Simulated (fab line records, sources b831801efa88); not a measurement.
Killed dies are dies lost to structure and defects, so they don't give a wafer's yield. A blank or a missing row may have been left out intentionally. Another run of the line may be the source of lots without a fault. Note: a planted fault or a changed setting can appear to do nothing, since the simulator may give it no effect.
Code-filled problem report in 8D (eight disciplines) form | flow gf180mcu | the parts of the form that need people (team, actions taken, sign-off) are left out

1. WHAT WENT WRONG
Mean of chamber-pressure-pa at GF_M1_SPUTTER_04: 0.3350 Pa across 6 wafers in 2 lots; on wafers with no fault it is 0.4000 Pa (standard deviation 0.00082). That is -79 standard deviations from the usual mean.
The step: material TiN, target thk 50 nm, time 41.7 s.
Earliest sighting: wafer L413.1 on pvd-sputter-04 at day 20 05:27. The record holds 18 wafers of 6 lots with a number at this step. The rule behind "out" and "out of limits": a value lying over 4 standard deviations away from the usual mean. The other wafers with a number count as sound.

2. WHAT IT IS, AND WHAT IT ISN'T
question                    | is                     | is not
which readings at this step | chamber-pressure-pa    | -
which lots                  | L413, L414             | L406, L423, L425, L426
which wafers of those lots  | all that have a number | -
read on which tools         | pvd-sputter-04         | pvd-sputter-01, pvd-sputter-03
when                        | from day 20 05:27      | up to then (3 sound wafers); but 9 sound wafers of L423, L425, L426 came after

3. WHAT RULES OUT EACH SUSPECT
Counting: a tool at a process step up to the reading stays a suspect if it ran every lot that is out and no sound lot after the first of them.
- pvd-sputter-04 at GF_M1_SPUTTER_00 (material Ti, target thk 37.5 nm, time 150 s): ruled out as a lasting fault. Following L413 (day 20 05:16), the first lot on it that is out, the sound lots L423 were run on it.
- pvd-sputter-04 at GF_M1_SPUTTER_02 (material AlCu, target thk 450 nm, time 23.9 s): ruled out as a lasting fault. Following L413 (day 20 05:24), the first lot on it that is out, the sound lots L423 were run on it.
- pvd-sputter-04 at GF_M1_SPUTTER_04 (material TiN, target thk 50 nm, time 41.7 s): ruled out as a lasting fault. Following L413 (day 20 05:27), the first lot on it that is out, the sound lots L423 were run on it.
Left after counting: nothing in the record.

4. THE CAUSE (what the simulator had put in)
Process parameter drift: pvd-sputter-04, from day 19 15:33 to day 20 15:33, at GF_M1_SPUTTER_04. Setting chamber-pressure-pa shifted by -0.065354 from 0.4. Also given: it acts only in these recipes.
Counting ruled it out, wrongly.

5. THE EFFECT CHAIN, in route order
Rows list readings where the struck wafers' mean (over those with a number) sits beyond 3 standard deviations from the usual. Scope: only readings with a usual standard deviation given in the record; hours: median across lots of the time from each lot's start at the first step in this table that gives one to its start at this step; sigmas: change in usual standard deviations.
hours | step             | reading             | usual     | on struck wafers | change  | sigmas
0     | GF_M1_SPUTTER_04 | chamber-pressure-pa | 0.4000 Pa | 0.3350           | -0.0650 | -79
Process steps it contains:
- GF_M1_SPUTTER_04: material TiN, target thk 50 nm, time 41.7 s.
Later steps that measure or inspect, where all struck wafers having a row at the step show a number for every such reading and not one has moved that far: GF_M1_RS_MEAS_05, GF_M1_THK_MEAS_06, GF_M1_CD_MEAS_14, GF_M1_OVL_MEAS_15, GF_V1_THK_MEAS_01, GF_V1_THK_MEAS_03, GF_V1_BOW_MEAS_05.

6. HOW IT WOULD HAVE BEEN CAUGHT EARLIER
14 hours passed between the start of the fault at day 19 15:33 and the first reading out of limits in this record, taken at day 20 05:27.
